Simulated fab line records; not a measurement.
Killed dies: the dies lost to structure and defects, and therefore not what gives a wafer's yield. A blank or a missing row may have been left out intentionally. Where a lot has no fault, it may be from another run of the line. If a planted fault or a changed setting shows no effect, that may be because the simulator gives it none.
The tool behind it: which one? | flow sky130 | 14 lots with 42 wafers sampled at 4 steps, on a route of 708 steps

WHAT EACH GAUGE READ, for each wafer
No reading from a measuring or inspecting step in the record can be judged against a usual standard deviation.

EACH LOT AND THE TOOL THAT RAN IT (in order: tool; ch and the chambers of the sampled wafers; start)
lot  | SKY_POLY_CUT_STRIP_12                | SKY_SD_P_DEVELOP_06               | SKY_RES_XHIGH_STRIP_08               | SKY_SD_N_STRIP_11
L678 | plasma-asher-02 ch 0,1, day 24 23:31 | litho-track-03 ch 0, day 26 04:16 | plasma-asher-02 ch 0,1, day 27 10:00 | plasma-asher-02 ch 0,1, day 28 14:11
L680 | plasma-asher-03 ch 1, day 26 03:43   | litho-track-04 ch 0, day 27 07:12 | plasma-asher-03 ch 0,1, day 28 11:44 | plasma-asher-02 ch 0,1, day 29 16:52
L682 | plasma-asher-03 ch 1, day 26 04:22   | litho-track-02 ch 0, day 27 09:05 | plasma-asher-01 ch 0,1, day 28 12:50 | plasma-asher-01 ch 0,1, day 29 17:22
L681 | plasma-asher-02 ch 0,1, day 26 04:31 | litho-track-03 ch 0, day 27 09:37 | plasma-asher-01 ch 0,1, day 28 13:35 | plasma-asher-02 ch 0,1, day 29 18:34
L683 | plasma-asher-04 ch 0,1, day 27 05:26 | litho-track-02 ch 0, day 28 08:59 | plasma-asher-01 ch 1, day 29 14:00   | plasma-asher-04 ch 0,1, day 30 18:43
L686 | plasma-asher-04 ch 0,1, day 28 02:46 | litho-track-02 ch 0, day 29 06:35 | plasma-asher-02 ch 0,1, day 30 11:41 | plasma-asher-01 ch 0,1, day 31 16:07
L687 | plasma-asher-02 ch 0,1, day 28 12:13 | litho-track-04 ch 0, day 29 16:03 | plasma-asher-03 ch 0,1, day 30 20:32 | plasma-asher-01 ch 0,1, day 32 01:07
L688 | plasma-asher-04 ch 0,1, day 28 13:25 | litho-track-02 ch 0, day 29 17:19 | plasma-asher-01 ch 0,1, day 30 21:53 | plasma-asher-02 ch 0,1, day 32 02:32
L689 | plasma-asher-03 ch 0,1, day 28 21:40 | litho-track-04 ch 0, day 30 01:31 | plasma-asher-02 ch 0,1, day 31 06:29 | plasma-asher-04 ch 0,1, day 32 09:58
L691 | plasma-asher-04 ch 0,1, day 29 23:40 | litho-track-03 ch 0, day 31 02:53 | plasma-asher-03 ch 0,1, day 32 07:08 | plasma-asher-04 ch 0,1, day 33 10:55
L693 | plasma-asher-02 ch 0,1, day 30 16:13 | litho-track-03 ch 0, day 31 20:13 | plasma-asher-03 ch 0,1, day 33 00:03 | plasma-asher-01 ch 0,1, day 34 04:05
L692 | plasma-asher-04 ch 0,1, day 30 18:02 | litho-track-02 ch 0, day 31 22:04 | plasma-asher-03 ch 0,1, day 33 01:45 | plasma-asher-01 ch 0,1, day 34 05:36
L698 | plasma-asher-04 ch 0,1, day 31 20:19 | litho-track-02, day 32 23:26      | plasma-asher-01 ch 0,1, day 34 03:35 | plasma-asher-01 ch 0,1, day 35 06:29
L699 | plasma-asher-03 ch 0,1, day 32 02:49 | litho-track-04, day 33 05:57      | plasma-asher-01 ch 0,1, day 34 08:39 | plasma-asher-04 ch 0,1, day 35 11:47
- SKY_POLY_CUT_STRIP_12: strips in O2/N2.
- SKY_SD_P_DEVELOP_06: develop time 60 s.
- SKY_RES_XHIGH_STRIP_08: strips in O2/N2.
- SKY_SD_N_STRIP_11: strips in O2/N2.

WHAT THE TOOLS THEMSELVES READ (means of the sampled wafers that have a number; where no wafer has one, the mark that the record gives instead)
SKY_POLY_CUT_STRIP_12.
lot  | tool            | drypump-motor-current-A (A) | oes-product-au (a.u.) | strip-time-to-endpoint-s (s)
L678 | plasma-asher-02 | 5.1                         | 0.452                 | 5.370
L680 | plasma-asher-03 | 6.2                         | 0.453                 | 5.377
L682 | plasma-asher-03 | 6.2                         | 0.448                 | 5.346
L681 | plasma-asher-02 | 5.1                         | 0.456                 | 5.367
L683 | plasma-asher-04 | 5.9                         | 0.452                 | 5.371
L686 | plasma-asher-04 | 5.9                         | 0.452                 | 5.350
L687 | plasma-asher-02 | 5.0                         | 0.453                 | 5.363
L688 | plasma-asher-04 | 5.9                         | 0.450                 | 5.351
L689 | plasma-asher-03 | 6.0                         | 0.455                 | 5.364
L691 | plasma-asher-04 | 5.8                         | 0.455                 | 5.381
L693 | plasma-asher-02 | 5.1                         | 0.453                 | 5.357
L692 | plasma-asher-04 | 5.4                         | 0.452                 | 5.354
L698 | plasma-asher-04 | 5.3                         | 0.455                 | 5.358
L699 | plasma-asher-03 | 5.9                         | 0.458                 | 5.350

SKY_SD_P_DEVELOP_06.
lot  | tool           | chill-plate-temp-C (C)
L678 | litho-track-03 | 22.95
L680 | litho-track-04 | 23.13
L682 | litho-track-02 | 22.98
L681 | litho-track-03 | 22.87
L683 | litho-track-02 | 23.03
L686 | litho-track-02 | 22.89
L687 | litho-track-04 | 22.87
L688 | litho-track-02 | 23.14
L689 | litho-track-04 | 22.93
L691 | litho-track-03 | 23.02
L693 | litho-track-03 | 22.84
L692 | litho-track-02 | 23.06
L698 | litho-track-02 | -
L699 | litho-track-04 | -

SKY_RES_XHIGH_STRIP_08.
lot  | tool            | drypump-motor-current-A (A) | oes-product-au (a.u.) | strip-time-to-endpoint-s (s)
L678 | plasma-asher-02 | 5.1                         | 0.711                 | 14.25
L680 | plasma-asher-03 | 5.9                         | 0.711                 | 14.23
L682 | plasma-asher-01 | 5.8                         | 0.711                 | 14.25
L681 | plasma-asher-01 | 5.7                         | 0.711                 | 14.29
L683 | plasma-asher-01 | 5.6                         | 0.709                 | 14.34
L686 | plasma-asher-02 | 5.1                         | 0.709                 | 14.25
L687 | plasma-asher-03 | 6.0                         | 0.705                 | 14.28
L688 | plasma-asher-01 | 5.7                         | 0.711                 | 14.31
L689 | plasma-asher-02 | 5.1                         | 0.711                 | 14.23
L691 | plasma-asher-03 | 6.0                         | 0.710                 | 14.30
L693 | plasma-asher-03 | 5.8                         | 0.714                 | 14.31
L692 | plasma-asher-03 | 5.9                         | 0.708                 | 14.24
L698 | plasma-asher-01 | 5.8                         | 0.713                 | 14.30
L699 | plasma-asher-01 | 5.8                         | 0.716                 | 14.27

SKY_SD_N_STRIP_11.
lot  | tool            | drypump-motor-current-A (A) | oes-product-au (a.u.) | strip-time-to-endpoint-s (s)
L678 | plasma-asher-02 | 5.1                         | 0.530                 | 22.60
L680 | plasma-asher-02 | 5.1                         | 0.529                 | 22.53
L682 | plasma-asher-01 | 5.7                         | 0.528                 | 22.61
L681 | plasma-asher-02 | 5.0                         | 0.526                 | 22.50
L683 | plasma-asher-04 | 5.3                         | 0.528                 | 22.55
L686 | plasma-asher-01 | 5.7                         | 0.524                 | 22.53
L687 | plasma-asher-01 | 5.7                         | 0.527                 | 22.57
L688 | plasma-asher-02 | 5.1                         | 0.526                 | 22.59
L689 | plasma-asher-04 | 5.3                         | 0.529                 | 22.56
L691 | plasma-asher-04 | 5.9                         | 0.527                 | 22.53
L693 | plasma-asher-01 | 5.7                         | 0.524                 | 22.56
L692 | plasma-asher-01 | 5.7                         | 0.529                 | 22.54
L698 | plasma-asher-01 | 5.7                         | 0.529                 | 22.53
L699 | plasma-asher-04 | 5.4                         | 0.531                 | 22.54

THE ANSWER, worked out from the rows above alone
Rule: what is usual is taken from the lots themselves. The widest of any qualifying gaps counts: lots, ordered by their means at a reading, are off when they make up no more than a third of the lots, leave a main group of 4 or more, and stand apart from it by 3 or more times the standard deviation of that group's means. A main group is skipped when, at the precision printed for the reading in the tables above, its means are all equal. Also off: a lot with no number at a reading for which 4 or more lots have one. Any other lot the step has rows for is counted as sound. Order of review: gauges by route order, followed by the tools' own readings, for which a lot's mean as printed above is used. The first step at which some lot is off is used, and at that step the reading that is off furthest; a lot without a number counts as furthest.
Off: L698, L699 (SKY_SD_P_DEVELOP_06, chill-plate-temp-C). Without a number there: L698, L699. For the main group the mean is 22.98 C and the standard deviation 0.097.
A tool fits if, at that step or a process step before it, it ran every lot that is off, and no sound lot after the first of them. Not one of the candidates tried fits.

WHAT THE SIMULATOR HAD PUT IN
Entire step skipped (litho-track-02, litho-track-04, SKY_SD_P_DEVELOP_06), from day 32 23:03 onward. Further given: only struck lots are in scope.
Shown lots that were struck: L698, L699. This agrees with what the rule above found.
